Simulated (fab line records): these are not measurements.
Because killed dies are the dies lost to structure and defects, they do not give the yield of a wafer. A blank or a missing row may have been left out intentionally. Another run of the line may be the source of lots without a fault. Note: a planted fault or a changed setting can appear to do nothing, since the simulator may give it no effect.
A struck lot beside a sound one -- flow sky130 -- 15 out of 708 route steps
Sound: these wafers, L552.1, L552.2, L552.3. Struck: wafers L562.1, L562.5, L562.6. The cause is given at the end.
Order at every step that has rows: each side's tool, ch and its chambers, its first start. Under that, the readings that differ: sound wafers -- struck wafers -- difference of the means -- sigmas: that difference in standard deviations of wafers without a fault.
alike: words and numbers the same on both sides, and readings whose means are apart by under 2 such deviations; not compared: readings that were withheld, readings missing a value for some wafer, numbers with overlapping values and no deviation given by the record, and bounds like >300 which may hide the same value.
The two part at a step that has a row with sigmas, a row that says differs or no value, or rows on one side only. Numbers that don't overlap but have no deviation are shown without sigmas and don't part them. A reading that every wafer of one side lacks parts them only if that side has two wafers or more.

first, 6 steps without rows for these wafers: SKY_VIA3_ETCH_15 (etches SiO2 in C4F8/O2/Ar, stops on TiN, target depth 507 nm, time 78 s); SKY_VIA3_STRIP_16 (strips in O2/N2); SKY_VIA3_STRIP_17 (strips in post etch residue remover, time 1200 s); SKY_VIA3_CLEAN_18 (cleans in IPA, time 180 s); SKY_VIA3_CLEAN_19 (cleans in O3/DIW); SKY_VIA3_SPUTTER_20 (material TiN, target thk 20 nm, time 80 s).
SKY_VIA3_CVD_21: deposits W, target thk 390 nm, time 117.31 s.
  sound on cvd_w-01 ch 0,1, day 42 04:28; struck on cvd_w-01 ch 0,1, day 44 15:28
  alike: heater_power_w
SKY_VIA3_RS_MEAS_22: a four-point-probe measurement.
  sound: film_metro-01 at day 42 04:35; struck: film_metro-02 at day 44 15:35
  alike: VIA3_W_RS
SKY_VIA3_THK_MEAS_23: measures by xrf.
  sound: film_metro-01 at day 42 04:42; struck: film_metro-02 at day 44 15:43
  alike: VIA3_W_THK
SKY_VIA3_CMP_24: polishes, stops on SiO2, t overpolish 20 s, target thk 0 nm.
  sound on cmp-01 ch 0,1,3, day 42 04:49; struck on cmp-01 ch 1,2,3, day 44 15:52
  alike: motor_current_A, overpolish_run_s, platen_rpm, slurry_flow_ml_min, time_to_endpoint_s
SKY_METAL4_SPUTTER_00: material Ti, target thk 15 nm, time 10 s.
  sound: pvd_sputter-02 at day 42 05:05; struck: pvd_sputter-01 at day 44 16:04
  alike: cathode_dc_power_W, chamber_pressure_pa, throttle_valve_pct
SKY_METAL4_SPUTTER_01: material TiN, target thk 20 nm, time 16.7 s.
  sound: pvd_sputter-02 at day 42 05:07; struck: pvd_sputter-01 at day 44 16:06
  alike: cathode_dc_power_W, chamber_pressure_pa, throttle_valve_pct
SKY_METAL4_SPUTTER_02: material AlCu, target thk 735 nm, time 39.1 s.
  sound: pvd_sputter-02 at day 42 05:08; struck: pvd_sputter-01 at day 44 16:07
  no value came back on the struck wafers for cathode_dc_power_W (W), chamber_pressure_pa (Pa), throttle_valve_pct (%); on the sound wafers cathode_dc_power_W (W) reads 10600 10597 10603
SKY_METAL4_SPUTTER_03: material Ti, target thk 5 nm, time 3.3 s.
  sound: pvd_sputter-02 at day 42 05:10; struck: pvd_sputter-01 at day 44 16:10
  alike: cathode_dc_power_W, chamber_pressure_pa, throttle_valve_pct
-- the record jumps here: 5 days lie between the struck wafers' starts before and after (it left off in module METAL4 and takes up again in module PAD_OPEN, whose first step shown is number 708 of the route) --
SKY_PAD_OPEN_PROBE_99:
  sound: prober-01 at day 47 22:37; struck: prober-02 at day 49 21:12
reading,sound,struck,difference,sigmas
defect_limited_yield (%),80.9 82.7 82.3,0 0 0,-82,-37
killed_at_M4_up,1 5 3,390 392 393,+389,+99 or more
killed_dies,94 85 87,492 492 492,+403,+37
killed_on_rim,16 14 12,96 96 96,+82,+24
sort_bin_5_function (%),10.2 10.0 10.2,91.1 92.5 91.3,+81.5,+48
sort_n_pass,398 407 405,0 0 0,-403,-37
sort_yield_pct (%),80.9 82.7 82.3,0 0 0,-82,-37
  alike: killed_at_M0_to_M3, killed_at_contacts, killed_at_front_end, killed_at_other, killed_open, killed_short, sort_bin_3_pad_short, sort_bin_6_memory

== WHERE THEY PART ==
At SKY_METAL4_SPUTTER_02 first; at SKY_PAD_OPEN_PROBE_99 last (within this record only).

WHY: what had been put in by the simulator
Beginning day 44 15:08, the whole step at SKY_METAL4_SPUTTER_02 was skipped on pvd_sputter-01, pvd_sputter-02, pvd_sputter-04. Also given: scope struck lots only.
